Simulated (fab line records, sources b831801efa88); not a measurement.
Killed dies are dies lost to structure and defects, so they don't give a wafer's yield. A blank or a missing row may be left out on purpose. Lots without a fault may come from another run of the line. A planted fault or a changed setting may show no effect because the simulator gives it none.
One fault seen from 2 desks | flow sky130 | each desk has only its own numbers; what lay behind them comes last

THE METROLOGY DESK
What the gauges read, lot by lot, whatever tool the lot ran on: means of the sampled wafers that have a number. A lot is out of limits, marked OUT, if its mean lies more than 4 standard deviations from the usual mean; the brackets give that distance.
Columns: A = SONOS_TUNNEL_TW at SKY_SONOS_TUNNEL_TW_MEAS_12, usual 197.6; B = POLY_GATE_OVL at SKY_POLY_GATE_OVL_MEAS_14, usual 5 nm; C = LDD_HVP_TW at SKY_LDD_HVP_TW_MEAS_10, usual 459; D = LDD_LDN_OVL at SKY_LDD_LDN_OVL_MEAS_07, usual -0.4 nm
lot  | first seen here | A     | B  | C              | D
L681 | day 11 13:22    | 201.2 | -7 | 458            | 1.5
L682 | day 11 16:23    | 196.2 | 4  | 454            | 1.0
L686 | day 13 09:27    | 196.9 | 8  | 467            | -1.9
L687 | day 13 21:16    | 197.7 | -1 | 475            | -1.6
L688 | day 14 04:16    | 195.2 | -0 | 465            | 1.1
L691 | day 15 04:18    | 196.1 | 2  | 476            | -0.5
L692 | day 15 10:58    | 200.7 | 15 | 469            | -0.0
L694 | day 15 21:12    | 200.8 | -1 | 481 (+4.2) OUT | -0.2
L698 | day 17 02:34    | 200.9 | 12 | 454            | -3.1
L699 | day 17 14:46    | 196.5 | 9  | 459            | 0.3
L700 | day 18 04:25    | 201.8 | 4  | 458            | 2.8
L701 | day 18 06:23    | 196.0 | 6  | 459            | -1.3
L703 | day 19 00:04    | 196.4 | 9  | 455            | 1.0
This desk's finding: out of limits on L694; first on L694, day 26 13:52 (LDD_HVP_TW at SKY_LDD_HVP_TW_MEAS_10). In limits: L681, L682, L686, L687, L688, L691, L692, L698, L699, L700, L701, L703.

THE TOOL OWNER'S DESK: implanter-02
The tool's own readings at SKY_LDD_HVP_IMPLANT_08: means of the sampled wafers that have a number, for each lot that ran on this tool. A lot is out of limits, marked OUT, if its mean lies more than 4 standard deviations from the usual mean; the brackets give that distance.
Columns: A = beam_on_s at SKY_LDD_HVP_IMPLANT_08, usual 10.00 s; B = end_station_pressure_torr at SKY_LDD_HVP_IMPLANT_08, usual 5.07e-06 Torr; C = faraday_current_uA at SKY_LDD_HVP_IMPLANT_08, usual 97.8
lot  | first seen here | A                | B        | C
L681 | day 21 19:04    | 9.98             | 5.06e-06 | 98.3
L686 | day 23 19:58    | 10.02            | 5.16e-06 | 97.7
L688 | day 25 04:20    | 10.12            | 5.10e-06 | 96.8
L687 | day 25 10:37    | 11.51 (+7.2) OUT | 4.89e-06 | 84.9 (-6.5) OUT
L691 | day 25 20:19    | 11.35 (+6.4) OUT | 5.17e-06 | 86.1 (-5.9) OUT
L694 | day 26 13:37    | 11.63 (+7.7) OUT | 5.10e-06 | 84.2 (-6.8) OUT
L703 | day 29 13:29    | 10.08            | 4.94e-06 | 97.2
This desk's finding: out of limits on L687, L691, L694; first on L687, day 25 10:37 (beam_on_s at SKY_LDD_HVP_IMPLANT_08). In limits: L681, L686, L688, L703.

PUT TOGETHER
The tool owner's desk could have raised an alarm at day 25 10:37, on L687, L691, L694.
The metrology desk could have raised an alarm at day 26 13:52, on L694.
The metrology desk has L687, L691 on record, within its limits.
Of the lots named, all ran SKY_LDD_HVP_IMPLANT_08 on implanter-02.

WHAT THE SIMULATOR HAD PUT IN
Process parameter drift: implanter-02, from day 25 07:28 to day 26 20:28, at SKY_LDD_HVP_IMPLANT_08. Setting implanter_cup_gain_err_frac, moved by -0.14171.
Lots struck among those shown: L687, L691, L694.
Hours from the fault's start to each desk's first reading out of limits: the tool owner's desk, 3; the metrology desk, 30.
